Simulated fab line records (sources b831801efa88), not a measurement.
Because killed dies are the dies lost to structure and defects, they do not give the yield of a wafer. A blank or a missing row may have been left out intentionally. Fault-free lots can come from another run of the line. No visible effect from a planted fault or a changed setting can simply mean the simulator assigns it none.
Problem report in the 8D (eight disciplines) form, filled by code | flow gf180mcu | the parts of the form that need people (team, actions taken, sign-off) are left out

1. PROBLEM STATEMENT
At GF_TOP_METAL_EXPOSE_11, exposure dose mJ cm2 averages 170.80 over 6 wafers from 2 lots, while fault-free wafers read 168.07, standard deviation 0.17. That puts it +16 standard deviations away from the usual mean.
The step: exposes mask MetalTop, target cd 440 nm.
Earliest sighting: wafer L374.2 on iline stepper-01 at day 30 03:50. The record has a number at this step for 18 wafers belonging to 6 lots. By rule, "out" or "out of limits" means more than 4 standard deviations away from the usual mean. All remaining wafers that have a number are taken as sound.

2. WHAT IT IS; WHAT IT IS NOT
question                    | is                     | is not
which readings at this step | exposure dose mJ cm2   | -
which lots                  | L374, L376             | L366, L378, L387, L388
which wafers of those lots  | all that have a number | -
read on which tools         | iline stepper-01       | iline stepper-02
when                        | from day 30 03:50      | up to then (3 sound wafers); but 9 sound wafers of L378, L387, L388 came after

3. THE SUSPECTS, EACH WITH WHAT RULES IT OUT
Counting: a tool stays on the suspect list if, at a process step up to the reading, it processed all lots that are out and no sound lot following the first of them.
- pvd sputter-02 at GF_TOP_METAL_SPUTTER_00 (material Ti, target thk 37.5 nm, time 150 s): ruled out as a lasting fault. The sound lots L378 went through it after L374, its earliest lot that is out (day 29 18:05).
- pvd sputter-02 at GF_TOP_METAL_SPUTTER_01 (material TiN, target thk 30 nm, time 25 s): ruled out as a lasting fault. The sound lots L378 went through it after L374, its earliest lot that is out (day 29 18:11).
- pvd sputter-02 at GF_TOP_METAL_SPUTTER_02 (material AlCu, target thk 900 nm, time 47.82 s): ruled out as a lasting fault. The sound lots L378 went through it after L374, its earliest lot that is out (day 29 18:13).
- pvd sputter-02 at GF_TOP_METAL_SPUTTER_03 (material Ti, target thk 5 nm, time 3.3 s): ruled out as a lasting fault. The sound lots L378 went through it after L374, its earliest lot that is out (day 29 18:16).
- iline stepper-01 at GF_TOP_METAL_EXPOSE_11 (exposes mask MetalTop, target cd 440 nm): kept. All lots that are out passed through it, beginning with L374 at day 30 03:50, and no sound lot followed; its final sound lot before that point was L366 at day 27 14:39. On those wafers its own readings are out: exposure dose mJ cm2.
The count leaves iline stepper-01 at GF_TOP_METAL_EXPOSE_11.

4. THE CAUSE (what the simulator had put in)
Drift in process parameters on iline stepper-01 at GF_TOP_METAL_EXPOSE_11, starting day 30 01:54. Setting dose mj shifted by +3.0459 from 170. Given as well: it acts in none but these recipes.
After counting, this tool was the only one left.

5. THE CHAIN OF EFFECTS, in route order
Rows list readings where the struck wafers' mean (over those with a number) sits beyond 3 standard deviations from the usual. Only readings whose record carries a usual standard deviation are examined. hours: median over the lots of the time between each lot's start at the first step of this table that gives one and its start at this step. sigmas: the change, counted in usual standard deviations.
hours | step                   | reading              | usual  | on struck wafers | change | sigmas
0     | GF_TOP_METAL_EXPOSE_11 | exposure dose mJ cm2 | 168.07 | 170.80           | +2.73  | +16
Process steps it contains:
- GF_TOP_METAL_EXPOSE_11: exposes mask MetalTop, target cd 440 nm.
Later steps that measure or inspect, where all struck wafers having a row at the step show a number for every such reading and not one has moved that far: GF_TOP_METAL_CD_MEAS_14.

6. WHAT WOULD HAVE CAUGHT IT SOONER
The fault began at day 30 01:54; the first out-of-limits reading in this record came at day 30 03:50, 2 hours later.
